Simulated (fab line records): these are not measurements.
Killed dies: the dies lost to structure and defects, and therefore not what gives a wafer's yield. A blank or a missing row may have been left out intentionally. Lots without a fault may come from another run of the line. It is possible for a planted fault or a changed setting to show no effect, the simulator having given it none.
A struck lot beside a sound one / flow sfq_line / 20 steps out of a route of 325
Sound: wafers L581.1, L581.5, L581.6. Wafers L572.1, L572.3, L572.5 were the ones struck. The cause comes at the end.
For every step that has rows: the tool of each side, followed by ch and its chambers, followed by its first start. Under that, the readings that differ: sound wafers / struck wafers / difference of the means / sigmas: that difference in standard deviations of wafers without a fault.
alike: a reading whose means differ by less than 2 such deviations, as well as words and numbers matching on both sides. not compared: withheld readings; readings where some wafer has no value; bounds like >300 that might hide an equal value; numbers whose values overlap and for which the record gives no deviation.
A row with sigmas, a row that says differs or no value, or rows on one side alone: a step with any of these is where the two part. Numbers that have no deviation but don't overlap get no sigmas and don't part them. Lack of a reading on every wafer of one side parts them only where that side has two or more wafers.

first, 3 steps without rows for these wafers: SFQ_TRILAYER_I2_VIA_LITHO_EXPOSE_068 (exposes mask I2, target cd 500 nm); SFQ_TRILAYER_I2_VIA_LITHO_PEB_070 (peb time 60 s); SFQ_TRILAYER_I2_VIA_LITHO_DEVELOP_069 (time 60 s).
SFQ_I2_OVL_MEAS_918:
  struck on overlay-02, day 39 10:24; sound on overlay-01, day 42 13:03
  alike: I2_OVL
SFQ_TRILAYER_I2_VIA_BARC_OPEN_VIA_ETCH_096: etches BARC in O2, target depth 125 nm, time 41.7 s.
  sound on rie_diel-02 ch 1,2,3, day 42 13:05; struck on rie_diel-02 ch 1,3, day 39 10:26
  alike: drypump_motor_current_A, oes_product_au
  not compared: rf_hours_counter_h
SFQ_TRILAYER_I2_VIA_ETCH_VIA_ETCH_070: etches SiO2 in CHF3, stops on Nb, target depth 260 nm.
  sound on rie_diel-02 ch 1,2,3, day 42 13:08; struck on rie_diel-02 ch 1,3, day 39 10:29
  alike: drypump_motor_current_A, oes_product_au
SFQ_TRILAYER_I2_VIA_STRIP_STRIP_071: strips in O2.
  sound on rie_metal-01 ch 1, day 42 13:38; struck on rie_metal-02 ch 0, day 39 10:35
  alike: drypump_motor_current_A, oes_product_au, platen_temp_c
  not compared: rf_hours_counter_h
then, 2 steps without rows for these wafers: SFQ_TRILAYER_I2_VIA_STRIP_SOLV_CLEAN_072 (cleans in NMP, time 600 s); SFQ_TRILAYER_M3_DEP_PRE_CLEAN_074 (time 22.5 s).
SFQ_TRILAYER_M3_DEP_SPUTTER_073: material Nb, target thk 200 nm, time 133.3 s.
  struck on pvd_sputter-05, day 39 11:24; sound on pvd_sputter-04, day 42 15:02
  alike: base_pressure_pa, throttle_valve_pct
SFQ_M3_RS_MEAS_919: the measuring method here is four-point-probe.
  struck on film_metro-03, day 39 11:29; sound on film_metro-01, day 42 15:08
  alike: M3_NB_RS
SFQ_TRILAYER_M3_LITHO_COAT_080: resist thk 62 nm.
  sound on litho_track-03 ch 0, day 42 15:19; struck on litho_track-04 ch 0, day 39 11:53
reading=spin_speed_rpm (rpm); sound=2997.0 3000.3 2999.2; struck=3188.9 3188.2 3187.1; difference=+189.2; sigmas=+76
reading=model.BARC_of_TRILAYER_M3_LITHO_COAT_080.thk_nm (nm); sound=62.15 61.97 62.02; struck=60.18 59.87 60.2; difference=-1.96; sigmas=
then, 5 steps without rows for these wafers: SFQ_TRILAYER_M3_LITHO_COAT_075 (resist thk 600 nm); SFQ_TRILAYER_M3_LITHO_SOFTBAKE_079; SFQ_TRILAYER_M3_LITHO_EXPOSE_076 (exposes mask M3, target cd 500 nm); SFQ_TRILAYER_M3_LITHO_PEB_078 (peb time 60 s); SFQ_TRILAYER_M3_LITHO_DEVELOP_077 (time 60 s).
SFQ_M3_OVL_MEAS_921:
  struck on overlay-01, day 39 17:56; sound on overlay-02, day 47 08:31
  alike: M3_OVL
SFQ_TRILAYER_M3_BARC_OPEN_METAL_ETCH_100: etches BARC in O2, target depth 125 nm, time 41.7 s.
  sound on rie_metal-04 ch 0,1, day 47 08:34; struck on rie_metal-04 ch 1, day 39 17:58
reading=model.etch.depth_nm (nm); sound=62.15 61.97 62.02; struck=60.18 59.87 60.2; difference=-1.96; sigmas=
  alike: drypump_motor_current_A, oes_product_au
  not compared: rf_hours_counter_h
SFQ_TRILAYER_M3_ETCH_METAL_ETCH_078: etches Nb in Cl2/Ar, stops on SiO2, target depth 240 nm, time 120 s.
  sound on rie_metal-04 ch 0,1, day 47 08:37; struck on rie_metal-04 ch 1, day 39 18:01
  alike: drypump_motor_current_A, oes_product_au
  not compared: rf_hours_counter_h

WHERE THEY PART
Only at SFQ_TRILAYER_M3_LITHO_COAT_080, within this record. Later steps at which nothing parts them and some readings are alike: SFQ_M3_OVL_MEAS_921, SFQ_TRILAYER_M3_BARC_OPEN_METAL_ETCH_100, SFQ_TRILAYER_M3_ETCH_METAL_ETCH_078.

WHY: the cause the simulator had injected
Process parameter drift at SFQ_TRILAYER_M3_LITHO_COAT_080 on litho_track-04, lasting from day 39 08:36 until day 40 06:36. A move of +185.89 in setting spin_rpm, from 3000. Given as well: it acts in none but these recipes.
